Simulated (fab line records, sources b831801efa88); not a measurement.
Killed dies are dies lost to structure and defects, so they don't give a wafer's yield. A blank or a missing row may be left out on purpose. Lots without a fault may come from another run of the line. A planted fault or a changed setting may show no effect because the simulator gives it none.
fab line records | flow sky130
record lots=10 wafers=30 last_day=50
route steps=708 shown CONTACT@431 METAL1@435 PAD_OPEN@708
lots that met no fault: from a run of the same line without faults
start_h: hours from the record's first day to the start of the lot's first wafer shown | wait_h: hours since the lot's step before | " the same as in the row above | L1.1+2: a row that stands for several wafers | - no value, or no start given | * or withheld: withheld | < > ~ a bound
route shown NAME@n: a module of which the file shows steps, and the number in the route of the first | usual: mean/standard deviation of fault-free wafers | same: alike in all rows | chamber/n: place in a boat | sites: the reading at each site | _std_site: their standard deviation | _edge_site: outer sites' mean less inner sites' | radius_mm: how far each site lies from the wafer's centre | mask NAME#n: copy n | behind: the tool/chamber that last shaped the wafer | hold: why the lot was held/for how many hours/how that ended | device: the transistor (n, p or np) that didn't switch | end of line: the same wafers' tests at the end of the route | a step without rows: its recipe alone | killed: dies lost to structure and defects at the first sort, not the wafer's yield | map: a wafer's dies, x killed, . not, _ none there
set.NAME: the setting as run; set.NAME@STEP: as run at that earlier step | model.NAME: the simulator's own value behind a step, which no gauge read
steps of the route over a sample of lots; a table a step, a row a wafer
services: from which hour (start_h, from the record's first day; less than 0 if before it) a tool's chamber was out of use, for how many hours, and why
## steps
# step SKY_CONTACT_RS_MEAS_25
# recipe thk_meas_gauge=four-point-probe reads=W_of_CONTACT_CVD_24+TiN_of_CONTACT_SPUTTER_23
# usual CONTACT_W_RS=0.339/0.0049
# columns lot.wafer tool chamber start_h wait_h CONTACT_W_RS[ohm/sq]
L953.2 film_metro-03 - 747.34 0.1 0.340
L953.3 " - " " 0.338
L953.4 " - " " 0.328
L955.1 film_metro-03 - 777.18 0.1 0.333
L955.4 " - " " 0.340
L955.6 " - " " 0.333
L957.1 film_metro-03 - 785.98 0.1 0.340
L957.2 " - " " 0.342
L957.6 " - " " 0.342
L958.3 film_metro-03 - 786.76 0.1 0.329
L958.5 " - " " 0.331
L958.6 " - " " 0.340
L963.1 film_metro-04 - 840.39 0.1 0.340
L963.3 " - " " 0.341
L963.4 " - " " 0.337
L964.1 film_metro-03 - 846.64 0.1 0.343
L964.3 " - " " 0.342
L964.6 " - " " 0.345
L966.1 film_metro-04 - 864.68 0.1 0.332
L966.3 " - " " 0.343
L966.6 " - " " 0.341
L971.3 film_metro-01 - 890.36 0.1 0.343
L971.4 " - " " 0.338
L971.5 " - " " 0.342
L972.3 film_metro-03 - 893.01 0.1 0.339
L972.4 " - " " 0.336
L972.6 " - " " 0.333
L974.2 film_metro-03 - 909.17 0.1 0.338
L974.3 " - " " 0.335
L974.5 " - " " 0.337
# step SKY_METAL1_SPUTTER_01
# recipe material=TiN target_thk_nm=20 power_w=6500 time_s=16.7 chamber_pressure_pa=0.4
# usual cathode_dc_power_W=6499.8/1.1 throttle_valve_pct=29.6/1
# columns lot.wafer tool chamber start_h wait_h cathode_dc_power_W throttle_valve_pct
L953.2 pvd_sputter-04 - 747.82 0.0 6498.4 29.3
L953.3 " - " " 6499.4 32.3
L953.4 " - " " 6499.8 29.4
L955.1 pvd_sputter-04 - 777.68 0.0 6500.3 32.3
L955.4 " - " " 6498.7 29.3
L955.6 " - " " 6500.6 29.7
L957.1 pvd_sputter-03 - 786.48 0.0 6500.2 28.6
L957.2 " - " " 6499.2 29.0
L957.6 " - " " 6497.5 30.7
L958.3 pvd_sputter-02 - 787.68 0.0 6502.0 28.9
L958.5 " - " " 6498.8 29.1
L958.6 " - " " 6500.1 27.9
L963.1 pvd_sputter-02 - 840.90 0.0 6498.3 29.0
L963.3 " - " " 6499.5 28.9
L963.4 " - " " 6499.4 30.3
L964.1 pvd_sputter-02 - 847.15 0.0 6501.5 28.8
L964.3 " - " " 6499.0 29.0
L964.6 " - " " 6499.9 29.0
L966.1 pvd_sputter-04 - 865.18 0.0 6498.7 29.4
L966.3 " - " " 6499.5 32.4
L966.6 " - " " 6500.5 29.4
L971.3 pvd_sputter-04 - 890.82 0.0 6498.0 29.7
L971.4 " - " " 6500.6 29.5
L971.5 " - " " 6498.9 29.4
L972.3 pvd_sputter-02 - 893.47 0.0 6498.4 29.1
L972.4 " - " " 6500.1 28.7
L972.6 " - " " 6500.5 28.9
L974.2 pvd_sputter-03 - 909.66 0.0 6500.7 28.7
L974.3 " - " " 6499.3 29.0
L974.5 " - " " 6499.9 30.5
# step SKY_METAL1_SPUTTER_04
# recipe material=TiN target_thk_nm=70 power_w=6500 time_s=58.3 chamber_pressure_pa=0.4
# usual cathode_dc_power_W=6499.9/1.1 throttle_valve_pct=29.6/1.1
# columns lot.wafer tool chamber start_h wait_h cathode_dc_power_W throttle_valve_pct
L953.2 pvd_sputter-04 - 747.89 0.0 6502.2 29.4
L953.3 " - " " 6500.5 32.2
L953.4 " - " " 6500.2 29.5
L955.1 pvd_sputter-04 - 777.75 0.0 6501.3 32.4
L955.4 " - " " 6500.2 29.2
L955.6 " - " " 6498.7 29.8
L957.1 pvd_sputter-03 - 786.55 0.0 6499.1 28.8
L957.2 " - " " 6498.4 28.9
L957.6 " - " " 6500.7 31.1
L958.3 pvd_sputter-02 - 787.75 0.0 6502.4 29.2
L958.5 " - " " 6500.9 28.8
L958.6 " - " " 6500.1 27.8
L963.1 pvd_sputter-02 - 840.97 0.0 6502.3 29.1
L963.3 " - " " 6501.4 29.2
L963.4 " - " " 6500.6 30.0
L964.1 pvd_sputter-02 - 847.22 0.0 6499.1 28.8
L964.3 " - " " 6500.8 28.6
L964.6 " - " " 6499.3 28.9
L966.1 pvd_sputter-04 - 865.25 0.0 6499.1 29.5
L966.3 " - " " 6499.6 32.2
L966.6 " - " " 6501.3 29.2
L971.3 pvd_sputter-04 - 890.89 0.0 6502.0 29.5
L971.4 " - " " 6500.4 29.2
L971.5 " - " " 6500.2 29.5
L972.3 pvd_sputter-02 - 893.54 0.0 6500.4 29.0
L972.4 " - " " 6502.1 29.2
L972.6 " - " " 6500.2 28.8
L974.2 pvd_sputter-03 - 909.73 0.0 6499.5 29.2
L974.3 " - " " 6499.4 29.1
L974.5 " - " " 6500.3 30.9
# step SKY_METAL1_METAL_ETCH_19
# recipe target_depth_a=3600 stop_on=SiO2 over_etch_frac=0.3 time_s=78 chemistry=Cl2/BCl3 resist_sidewall_deg=88 pressure_mtorr=10 icp_w=900 bias_w=48.5 Cl2_flow_sccm=60 bcl3_flow_sccm=30
# usual bcl3_flow_sccm=29.99/0.096 bias_w=48.49/0.13 drypump_motor_current_A=5.9/0.63 oes_product_au=0.854/0.0051 throttle_valve_pct=22.263/0.0093
# columns lot.wafer tool chamber start_h wait_h bcl3_flow_sccm bias_w drypump_motor_current_A oes_product_au rf_hours_counter_h throttle_valve_pct
L953.2 rie_metal-03 0 774.92 0.0 30.10 48.51 6.4 0.859 13 22.270
L953.3 " 0 " " 30.00 48.45 6.4 0.853 - 22.274
L953.4 " 1 " " 30.03 48.72 6.6 0.849 - 22.274
L955.1 rie_metal-03 0 804.72 0.0 30.02 48.43 6.4 0.861 14 22.270
L955.4 " 0 " " 30.06 48.47 6.4 0.850 - 22.275
L955.6 " 1 " " 29.96 48.26 6.6 0.866 - 22.246
L957.1 rie_metal-01 1 813.38 0.1 29.98 48.30 5.0 0.845 14 22.276
L957.2 " 1 " " 29.86 48.46 5.0 0.851 - 22.267
L957.6 " 1 " " 29.85 48.41 5.0 0.854 - 22.257
L958.3 rie_metal-02 0 814.14 0.1 29.96 48.63 5.0 0.848 - 22.255
L958.5 " 0 " " 29.96 48.56 5.0 0.853 - 22.263
L958.6 " 0 " " 30.01 48.43 5.0 0.848 - 22.247
L963.1 rie_metal-02 0 868.57 0.0 30.05 48.47 5.0 0.856 3 22.260
L963.3 " 0 " " 29.99 48.34 5.0 0.854 - 22.276
L963.4 " 1 " " 29.97 57.74 5.9 0.863 - 22.260
L964.1 rie_metal-03 1 874.37 0.0 30.08 48.50 6.6 0.850 9 22.264
L964.3 " 1 " " 30.00 48.45 6.6 0.845 - 22.281
L964.6 " 0 " " 30.05 48.63 6.4 0.851 - 22.265
L966.1 rie_metal-03 1 891.92 0.0 30.11 48.65 6.6 0.865 10 22.273
L966.3 " 1 " " 30.03 48.62 6.6 0.863 - 22.264
L966.6 " 0 " " 30.11 48.46 6.4 0.859 - 22.271
L971.3 rie_metal-01 0 917.12 0.1 29.98 48.39 6.0 0.853 - 22.259
L971.4 " 1 " " 30.04 48.43 5.0 0.856 - 22.252
L971.5 " 0 " " 29.88 48.48 6.0 0.863 - 22.278
L972.3 rie_metal-03 0 919.65 0.1 30.02 48.58 6.4 0.851 - 22.257
L972.4 " 1 " " 30.00 48.65 6.6 0.848 - 22.258
L972.6 " 1 " " 29.80 48.46 6.6 0.853 - 22.248
L974.2 rie_metal-03 1 934.87 0.0 29.97 48.51 6.6 0.859 12 22.257
L974.3 " 1 " " 29.93 48.46 6.6 0.856 - 22.264
L974.5 " 0 " " 30.04 48.56 6.4 0.859 - 22.270
# step SKY_METAL1_STRIP_20
# recipe chemistry=O2/N2 power_w=1400 pressure_mtorr=1500 platen_temp_c=withheld o2_flow_sccm=3000 n2_flow_sccm=300 overash_fraction=0.5
# usual drypump_motor_current_A=5.51/0.27 oes_product_au=0.343/0.005 strip_time_to_endpoint_s=2.68/0.043
# columns lot.wafer tool chamber start_h wait_h drypump_motor_current_A oes_product_au rf_hours_counter_h strip_time_to_endpoint_s
L953.2 plasma_asher-01 0 775.01 0.1 5.07 0.344 61 2.68
L953.3 " 1 " " 5.91 0.341 - 2.67
L953.4 " 0 " " 5.08 0.340 - 2.73
L955.1 plasma_asher-04 0 804.81 0.1 5.55 0.350 6 2.65
L955.4 " 0 " " 5.55 0.344 - 2.65
L955.6 " 0 " " 5.54 0.349 - 2.70
L957.1 plasma_asher-01 1 813.56 0.1 5.93 0.341 65 2.62
L957.2 " 0 " " 5.04 0.342 65 2.65
L957.6 " 0 " " 5.05 0.343 - 2.66
L958.3 plasma_asher-04 0 814.30 0.1 5.52 0.332 - 2.66
L958.5 " 1 " " 5.72 0.340 - 2.67
L958.6 " 0 " " 5.55 0.338 - 2.66
L963.1 plasma_asher-03 0 868.66 0.1 5.36 0.341 45 2.67
L963.3 " 1 " " 5.44 0.343 - 2.68
L963.4 " 0 " " 5.38 0.334 - 2.53
L964.1 plasma_asher-04 0 874.46 0.1 5.55 0.342 11 2.69
L964.3 " 0 " " 5.55 0.342 - 2.65
L964.6 " 1 " " 5.66 0.344 - 2.62
L966.1 plasma_asher-01 1 892.01 0.1 5.93 0.344 73 2.67
L966.3 " 1 " " 5.92 0.346 - 2.66
L966.6 " 1 " " 5.92 0.339 - 2.58
L971.3 plasma_asher-04 1 917.21 0.1 5.72 0.349 - 2.73
L971.4 " 0 " " 5.56 0.345 - 2.64
L971.5 " 0 " " 5.56 0.348 - 2.73
L972.3 plasma_asher-03 1 919.74 0.1 5.45 0.336 - 2.65
L972.4 " 0 " " 5.38 0.351 - 2.75
L972.6 " 1 " " 5.47 0.344 - 2.72
L974.2 plasma_asher-01 0 934.96 0.1 5.06 0.335 78 2.66
L974.3 " 0 " " 5.07 0.338 - 2.70
L974.5 " 0 " " 5.07 0.337 - 2.63
# step SKY_PAD_OPEN_PROBE_99
# usual defect_limited_yield=82.6/2.2 killed_at_M0_to_M3=44/8.6 killed_at_M4_up=3.4/1.9 killed_at_contacts=23/5.7 killed_at_front_end=15/4.5 killed_at_other=0.4/0.62 killed_dies=86/11 killed_open=46/7.6 killed_short=39/6.3 sort_bin_3_pad_short=0.9/0.43 sort_bin_5_function=10.2/1.7 sort_bin_6_memory=6.3/1.2 sort_n_pass=406/11 sort_yield_pct=82.6/2.2
# same gross_dies=492 killed_at_back_side=0 sort_bin_4_leakage[%]=0 sort_bin_8_speed[%]=0
# columns lot.wafer tool chamber start_h wait_h defect_limited_yield[%] killed_at_M0_to_M3 killed_at_M4_up killed_at_contacts killed_at_front_end killed_at_other killed_dies killed_open killed_short sort_bin_3_pad_short[%] sort_bin_5_function[%] sort_bin_6_memory[%] sort_n_pass sort_yield_pct[%]
L953.2 prober-01 - 1089.53 0.1 82.7 39 4 29 13 0 85 47 37 1.6 7.9 7.7 407 82.7
L953.3 prober-01 - 1089.58 0.2 82.3 46 2 20 19 0 87 49 38 0.4 9.3 7.9 405 82.3
L953.4 prober-01 - 1089.63 0.2 82.9 53 3 18 9 1 84 51 33 0.8 10.4 5.9 408 82.9
L955.1 prober-01 - 1106.43 0.1 82.5 36 4 15 30 1 86 46 39 1.2 9.8 6.5 406 82.5
L955.4 prober-01 - 1106.58 0.2 85.0 38 2 24 10 0 74 42 32 0.6 9.3 5.1 418 85.0
L955.6 prober-01 - 1106.68 0.2 80.3 52 3 20 22 0 97 50 47 1.8 10.2 7.7 395 80.3
L957.1 prober-02 - 1115.99 0.1 81.5 51 6 21 13 0 91 43 48 0.2 11.8 6.5 401 81.5
L957.2 prober-02 - 1116.04 0.1 81.5 43 4 29 13 2 91 47 44 1.4 11.0 6.1 401 81.5
L957.6 prober-02 - 1116.24 0.2 83.5 33 1 30 17 0 81 43 38 1.4 8.3 6.7 411 83.5
L958.3 prober-02 - 1117.59 0.2 80.5 44 3 26 22 1 96 55 40 0.4 10.6 8.5 396 80.5
L958.5 prober-02 - 1117.69 0.2 78.9 54 3 24 23 0 104 61 43 0.8 13.0 7.3 388 78.9
L958.6 prober-02 - 1117.74 0.2 80.7 40 0 34 19 2 95 53 41 1.4 10.8 7.1 397 80.7
L963.1 prober-01 - 1155.74 0.1 81.1 42 5 31 13 2 93 43 48 0.6 11.6 6.7 399 81.1
L963.3 prober-01 - 1155.84 0.2 84.6 36 3 21 16 0 76 32 44 1.4 7.7 6.3 416 84.6
L963.4 prober-01 - 1155.89 0.2 80.9 48 1 27 17 1 94 58 35 1.4 11.2 6.5 398 80.9
L964.1 prober-02 - 1159.45 0.1 81.5 49 6 23 12 1 91 45 46 0.8 11.0 6.7 401 81.5
L964.3 prober-02 - 1159.55 0.2 87.0 34 1 17 12 0 64 40 24 0.4 8.3 4.3 428 87.0
L964.6 prober-02 - 1159.70 0.2 86.4 31 0 22 14 0 67 39 27 1.4 7.3 4.9 425 86.4
L966.1 prober-01 - 1173.31 0.1 81.9 53 0 20 14 2 89 48 40 0.4 10.4 7.3 403 81.9
L966.3 prober-01 - 1173.41 0.2 82.3 34 2 31 20 0 87 44 43 1.2 10.6 5.9 405 82.3
L966.6 prober-01 - 1173.56 0.2 81.1 34 4 36 19 0 93 47 46 1.6 10.2 7.1 399 81.1
L971.3 prober-01 - 1189.44 0.2 85.6 41 5 17 8 0 71 33 37 0.8 9.6 4.1 421 85.6
L971.4 prober-01 - 1189.49 0.2 85.2 41 3 19 10 0 73 33 40 1.0 8.7 5.1 419 85.2
L971.5 prober-01 - 1189.54 0.2 85.0 39 3 21 11 0 74 43 31 1.2 7.9 5.9 418 85.0
L972.3 prober-02 - 1190.81 0.2 81.5 46 2 29 13 1 91 53 37 0.6 11.8 6.1 401 81.5
L972.4 prober-02 - 1190.86 0.2 85.2 33 0 18 21 1 73 38 35 1.0 7.3 6.5 419 85.2
L972.6 prober-02 - 1190.96 0.2 80.7 43 7 29 16 0 95 49 44 1.0 11.2 7.1 397 80.7
L974.2 prober-02 - 1200.84 0.1 81.9 56 0 17 16 0 89 45 44 1.0 10.8 6.3 403 81.9
L974.3 prober-02 - 1200.89 0.2 83.3 36 3 26 17 0 82 46 36 0.8 10.2 5.7 410 83.3
L974.5 prober-02 - 1200.99 0.2 84.3 35 2 28 12 0 77 43 32 1.4 9.1 5.1 415 84.3
# killed by level:class
L953.2 CONTACT:geometric_particle:open=10 VIA1:geometric_particle:open=8 VIA2:geometric_particle:open=8 LI_CONTACT:geometric_particle:open=6 LOCAL_INTERCONNECT:geometric_particle:short=6 VIA3:geometric_particle:open=6 POLY_GATE:geometric_particle:open=5 CONTACT:geometric_particle:short=5
L953.3 VIA1:geometric_particle:open=12 VIA2:geometric_particle:open=10 CONTACT:geometric_particle:open=7 METAL1:geometric_particle:short=6 POLY_GATE:geometric_particle:short=5 POLY_GATE:geometric_particle:open=5 LI_CONTACT:geometric_particle:open=5 VIA3:geometric_particle:open=5
L953.4 VIA1:geometric_particle:open=13 VIA3:geometric_particle:open=13 CONTACT:geometric_particle:open=11 VIA2:geometric_particle:open=7 VIA3:geometric_particle:short=5 POLY_GATE:geometric_particle:short=3 CONTACT:geometric_particle:short=3 METAL1:geometric_particle:short=3
L955.1 VIA1:geometric_particle:open=10 CONTACT:geometric_particle:open=9 FIELD_ISO:geometric_particle:short=8 FIELD_ISO:geometric_particle:open=6 POLY_GATE:geometric_particle:open=6 METAL1:geometric_particle:short=6 METAL2:geometric_particle:short=5 POLY_GATE:geometric_particle:short=3
L955.4 CONTACT:geometric_particle:open=9 LI_CONTACT:geometric_particle:open=7 VIA1:geometric_particle:open=7 CONTACT:geometric_particle:short=6 METAL1:geometric_particle:short=6 METAL2:geometric_particle:short=5 FIELD_ISO:geometric_particle:open=4 METAL1:geometric_particle:open=4
L955.6 METAL1:geometric_particle:short=13 VIA2:geometric_particle:open=11 FIELD_ISO:geometric_particle:open=7 CONTACT:geometric_particle:open=7 VIA1:geometric_particle:open=6 LI_CONTACT:geometric_particle:open=6 VIA3:geometric_particle:open=6 FIELD_ISO:geometric_particle:short=5
L957.1 VIA1:geometric_particle:open=8 METAL2:geometric_particle:short=8 CONTACT:geometric_particle:open=8 VIA1:geometric_particle:short=7 VIA3:geometric_particle:open=7 VIA2:geometric_particle:open=6 LOCAL_INTERCONNECT:geometric_particle:short=5 METAL1:geometric_particle:short=5
L957.2 VIA1:geometric_particle:open=10 CONTACT:geometric_particle:open=10 CONTACT:geometric_particle:short=8 METAL2:geometric_particle:short=7 VIA2:geometric_particle:open=6 POLY_GATE:geometric_particle:short=5 LI_CONTACT:geometric_particle:open=5 VIA1:geometric_particle:short=5
L957.6 CONTACT:geometric_particle:open=9 CONTACT:geometric_particle:short=8 VIA1:geometric_particle:open=7 LOCAL_INTERCONNECT:geometric_particle:short=6 METAL1:geometric_particle:short=6 VIA3:geometric_particle:open=6 POLY_GATE:geometric_particle:open=5 POLY_GATE:geometric_particle:short=5
L958.3 VIA1:geometric_particle:open=13 CONTACT:geometric_particle:open=12 FIELD_ISO:geometric_particle:short=7 FIELD_ISO:geometric_particle:open=6 CONTACT:geometric_particle:short=6 VIA2:geometric_particle:open=6 METAL2:geometric_particle:short=5 VIA3:geometric_particle:open=5
L958.5 CONTACT:geometric_particle:open=12 VIA1:geometric_particle:open=11 VIA2:geometric_particle:open=11 FIELD_ISO:geometric_particle:open=7 LI_CONTACT:geometric_particle:open=7 METAL1:geometric_particle:short=7 VIA1:geometric_particle:short=5 METAL2:geometric_particle:short=5
L958.6 CONTACT:geometric_particle:open=16 LI_CONTACT:geometric_particle:open=9 POLY_GATE:geometric_particle:short=8 VIA1:geometric_particle:open=7 METAL2:geometric_particle:short=7 VIA3:geometric_particle:open=7 VIA2:geometric_particle:open=7 FIELD_ISO:geometric_particle:short=6
L963.1 CONTACT:geometric_particle:open=10 LI_CONTACT:geometric_particle:open=8 LOCAL_INTERCONNECT:geometric_particle:short=8 METAL2:geometric_particle:short=8 VIA1:geometric_particle:open=7 FIELD_ISO:geometric_particle:short=5 VIA1:geometric_particle:short=5 VIA3:geometric_particle:open=5
L963.3 VIA1:geometric_particle:open=6 CONTACT:geometric_particle:open=6 FIELD_ISO:geometric_particle:short=5 POLY_GATE:geometric_particle:short=5 CONTACT:geometric_particle:short=5 METAL1:geometric_particle:short=5 VIA2:geometric_particle:open=5 FIELD_ISO:geometric_particle:open=4
L963.4 VIA1:geometric_particle:open=12 CONTACT:geometric_particle:open=12 VIA2:geometric_particle:open=8 VIA3:geometric_particle:open=8 FIELD_ISO:geometric_particle:open=6 LOCAL_INTERCONNECT:geometric_particle:short=6 LI_CONTACT:geometric_particle:open=5 METAL2:geometric_particle:short=5
L964.1 LI_CONTACT:geometric_particle:open=9 VIA1:geometric_particle:open=9 METAL1:geometric_particle:short=8 METAL2:geometric_particle:short=7 POLY_GATE:geometric_particle:open=5 CONTACT:geometric_particle:short=4 METAL3:geometric_particle:short=4 VIA3:geometric_particle:short=4
L964.3 VIA1:geometric_particle:open=12 CONTACT:geometric_particle:open=6 VIA2:geometric_particle:open=5 FIELD_ISO:geometric_particle:open=4 CONTACT:geometric_particle:short=4 SPACER:geometric_particle:open=3 LOCAL_INTERCONNECT:geometric_particle:short=3 METAL1:geometric_particle:short=3
L964.6 POLY_GATE:geometric_particle:open=10 CONTACT:geometric_particle:open=10 VIA1:geometric_particle:open=7 VIA1:geometric_particle:short=5 LOCAL_INTERCONNECT:geometric_particle:short=4 CONTACT:geometric_particle:short=4 METAL1:geometric_particle:short=4 VIA2:geometric_particle:short=4
L966.1 VIA1:geometric_particle:open=12 VIA3:geometric_particle:open=8 VIA2:geometric_particle:short=7 VIA2:geometric_particle:open=6 CONTACT:geometric_particle:short=6 CONTACT:geometric_particle:open=6 METAL1:geometric_particle:short=6 VIA1:geometric_particle:short=4
L966.3 CONTACT:geometric_particle:open=13 POLY_GATE:geometric_particle:short=7 VIA1:geometric_particle:open=7 FIELD_ISO:geometric_particle:short=6 LOCAL_INTERCONNECT:geometric_particle:short=6 VIA3:geometric_particle:short=6 LI_CONTACT:geometric_particle:open=5 VIA2:geometric_particle:short=5
L966.6 CONTACT:geometric_particle:open=12 LI_CONTACT:geometric_particle:open=8 VIA1:geometric_particle:open=8 CONTACT:geometric_particle:short=7 LOCAL_INTERCONNECT:geometric_particle:short=6 METAL2:geometric_particle:short=6 FIELD_ISO:geometric_particle:short=5 FIELD_ISO:geometric_particle:open=4
L971.3 VIA1:geometric_particle:short=10 VIA1:geometric_particle:open=10 CONTACT:geometric_particle:short=6 CONTACT:geometric_particle:open=5 VIA3:geometric_particle:open=4 METAL1:geometric_particle:short=4 METAL4:geometric_particle:short=4 POLY_GATE:geometric_particle:open=3
L971.4 CONTACT:geometric_particle:open=7 VIA1:geometric_particle:open=7 METAL3:geometric_particle:short=7 POLY_GATE:geometric_particle:short=5 CONTACT:geometric_particle:short=5 VIA2:geometric_particle:open=5 VIA3:geometric_particle:open=4 METAL1:geometric_particle:short=4
L971.5 VIA1:geometric_particle:open=9 VIA2:geometric_particle:open=8 FIELD_ISO:geometric_particle:open=6 CONTACT:geometric_particle:open=6 LI_CONTACT:geometric_particle:open=5 METAL2:geometric_particle:short=5 VIA3:geometric_particle:open=4 CONTACT:geometric_particle:short=4
L972.3 VIA1:geometric_particle:open=15 CONTACT:geometric_particle:open=11 LI_CONTACT:geometric_particle:open=8 VIA3:geometric_particle:open=6 METAL3:geometric_particle:short=5 VIA3:geometric_particle:short=5 CONTACT:geometric_particle:short=4 FIELD_ISO:geometric_particle:open=3
L972.4 METAL1:geometric_particle:short=10 CONTACT:geometric_particle:open=8 FIELD_ISO:geometric_particle:open=7 VIA1:geometric_particle:open=6 POLY_GATE:geometric_particle:open=5 FIELD_ISO:geometric_particle:short=4 CONTACT:geometric_particle:short=4 VIA3:geometric_particle:open=4
L972.6 CONTACT:geometric_particle:open=12 VIA1:geometric_particle:open=10 METAL4:geometric_particle:short=7 VIA1:geometric_particle:short=7 FIELD_ISO:geometric_particle:short=6 VIA3:geometric_particle:open=6 LOCAL_INTERCONNECT:geometric_particle:open=5 LOCAL_INTERCONNECT:geometric_particle:short=5
L974.2 VIA1:geometric_particle:open=16 VIA1:geometric_particle:short=11 VIA3:geometric_particle:open=6 CONTACT:geometric_particle:open=6 METAL2:geometric_particle:short=5 METAL3:geometric_particle:short=5 VIA3:geometric_particle:short=5 FIELD_ISO:geometric_particle:short=4
L974.3 CONTACT:geometric_particle:open=14 VIA1:geometric_particle:open=9 VIA2:geometric_particle:open=7 FIELD_ISO:geometric_particle:short=5 FIELD_ISO:geometric_particle:open=5 LI_CONTACT:geometric_particle:short=4 LOCAL_INTERCONNECT:geometric_particle:short=4 METAL2:geometric_particle:short=4
L974.5 CONTACT:geometric_particle:open=12 LI_CONTACT:geometric_particle:open=9 VIA1:geometric_particle:open=7 POLY_GATE:geometric_particle:short=5 FIELD_ISO:geometric_particle:short=4 VIA3:geometric_particle:open=4 LI_CONTACT:geometric_particle:short=4 METAL1:geometric_particle:short=4
## services
# columns tool chamber start_h hours kind
pvd_sputter-04 - 730.61 5.0 repair
plasma_asher-04 - 733.75 9.0 pm
plasma_asher-03 - 745.77 2.1 repair
pvd_sputter-03 - 759.41 4.2 repair
rie_metal-02 - 768.54 14.6 pm
plasma_asher-04 - 777.00 2.8 pm
pvd_sputter-03 - 779.33 2.3 repair
pvd_sputter-03 - 787.53 5.8 repair
pvd_sputter-04 1 788.37 - consumable_replace:kit
pvd_sputter-04 1 788.37 18.0 scheduled_down
pvd_sputter-04 1 788.37 18.0 vent_cycle
pvd_sputter-03 - 790.61 3.0 repair
pvd_sputter-02 - 799.91 0.6 repair
rie_metal-03 - 805.42 2.8 pm
plasma_asher-04 - 819.08 15.6 pm
rie_metal-03 0 821.12 3.0 repair
pvd_sputter-02 - 825.87 0.9 repair
pvd_sputter-02 - 849.72 0.6 repair
plasma_asher-03 - 852.45 2.8 pm
rie_metal-01 0 853.08 4.1 repair
pvd_sputter-02 - 857.54 1.0 repair
rie_metal-02 1 895.60 6.1 repair
plasma_asher-04 - 899.67 3.3 repair
rie_metal-02 - 905.03 1.4 repair
## key
first_sign step=SKY_METAL1_METAL_ETCH_19 reading=bias_w direction=up sigmas=69 usual=48.49 struck=57.74
effect step=SKY_METAL1_STRIP_20 reading=strip_time_to_endpoint_s direction=down sigmas=3.5 usual=* struck=*
met_at SKY_METAL1_METAL_ETCH_19
struck_lots L963
struck_wafers L963.4
not_acting_at SKY_CONTACT_RS_MEAS_25,SKY_METAL1_SPUTTER_01,SKY_METAL1_SPUTTER_04
fault kind=process_parameter_drift tool=rie_metal-02 chamber=1 onset_h=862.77 steps=SKY_METAL1_METAL_ETCH_19 channel=bias_w offset=8.8378 shape=step end_h=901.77 acts_in=these_recipes_only stated=48.5
